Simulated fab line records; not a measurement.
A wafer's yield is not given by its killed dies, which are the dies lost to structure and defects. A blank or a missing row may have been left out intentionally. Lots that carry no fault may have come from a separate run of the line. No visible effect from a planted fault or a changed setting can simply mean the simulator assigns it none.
A lot that was struck, set against a sound lot | flow sfqLine | 14 out of 325 route steps
Sound: these wafers, L201.1, L201.4, L201.6. Struck: wafer L209.2. (L209.1, L209.4 of the same lot were not struck and are left out.) The cause comes at the end.
Per side, at each step with rows, come the tool, then ch with its chambers, and then its first start. Under that, the readings that differ: sound wafers | struck wafers | difference of the means | sigmas: that difference in standard deviations of wafers without a fault.
alike: readings with means less than 2 such deviations apart, plus words and numbers identical on both sides. not compared: withheld readings, readings lacking a value on some wafer, bounds such as >300 that could conceal the same value, and numbers that have no deviation in the record and whose values overlap.
Wherever a step has rows on one side only, a row that says differs or no value, or a row with sigmas, the two part there. Non-overlapping numbers with no deviation appear without sigmas and do not part them. A reading missing from all wafers of one side parts the sides only when that side holds two or more wafers.

first, 6 steps without rows for these wafers: SFQ_TRILAYER_M4_LITHO_COAT_098 (resist thk 62 nm); SFQ_TRILAYER_M4_LITHO_COAT_093 (resist thk 600 nm); SFQ_TRILAYER_M4_LITHO_SOFTBAKE_097; SFQ_TRILAYER_M4_LITHO_EXPOSE_094 (exposes mask M4, target cd 500 nm); SFQ_TRILAYER_M4_LITHO_PEB_096 (peb time 60 s); SFQ_TRILAYER_M4_LITHO_DEVELOP_095 (time 60 s).
SFQ_M4_OVL_MEAS_926:
  sound on overlay-01 at day 45 06:44; struck on overlay-01 at day 53 19:11
  alike: M4_OVL
SFQ_TRILAYER_M4_BARC_OPEN_METAL_ETCH_123: etches BARC in O2, target depth 125 nm, time 41.7 s.
  sound on rieMetal-01 ch 0,1, day 45 06:46; struck on rieMetal-02 ch 1, day 53 19:14
  alike: drypumpMotorCurrentA, oesProductAu
  not compared: rfHoursCounterH
SFQ_TRILAYER_M4_ETCH_METAL_ETCH_096: etches Nb in Cl2/Ar, stops on SiO2, target depth 240 nm, time 120 s.
  sound on rieMetal-01 ch 0,1, day 45 06:50; struck on rieMetal-02 ch 1, day 53 19:17
  alike: drypumpMotorCurrentA, oesProductAu
  not compared: rfHoursCounterH
SFQ_TRILAYER_M4_STRIP_STRIP_097: strips in O2.
  sound on rieMetal-01 ch 0,1, day 45 06:57; struck on rieMetal-02 ch 1, day 53 19:25
  alike: drypumpMotorCurrentA, oesProductAu
  not compared: rfHoursCounterH
then, 1 step without rows for these wafers: SFQ_TRILAYER_M4_STRIP_SOLV_CLEAN_098 (cleans in NMP, time 600 s).
SFQ_TRILAYER_I4_DEP_PECVD_099: deposits SiO2 from SiH4/N2O, time 111.11 s, target thk 500 nm.
  sound on pecvd-04 ch 0,1,2, day 45 07:44; struck on pecvd-03 ch 0, day 53 20:12
  alike: heaterPowerW, throttleValvePct
SFQ_TRILAYER_I4_CMP_CMP_100: polishes SiO2.
  sound on cmp-01 ch 0,2, day 45 13:02; struck on cmp-01 ch 2, day 53 20:47
reading                   | sound             | struck | difference | sigmas
retainingRingPressureFrac | 0.996 0.997 0.998 | 1.008  | +0.011     | +2
timeToEndpointS (s)       | 197 199 204       | 107    | -93        | -12
  alike: motorCurrentA
SFQ_I4_BOW_MEAS_927:
  sound on filmMetro-01 at day 45 15:32; struck on filmMetro-03 at day 53 23:17
reading     | sound   | struck | difference | sigmas
I4_BOW (um) | 21 15 7 | -11    | -25        | -3

## WHERE THEY PART
First at SFQ_TRILAYER_I4_CMP_CMP_100; last, within this record, at SFQ_I4_BOW_MEAS_927.

WHY: whatever the simulator had introduced
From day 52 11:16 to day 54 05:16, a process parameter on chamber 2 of cmp-01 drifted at SFQ_TRILAYER_I4_CMP_CMP_100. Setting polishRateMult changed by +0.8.
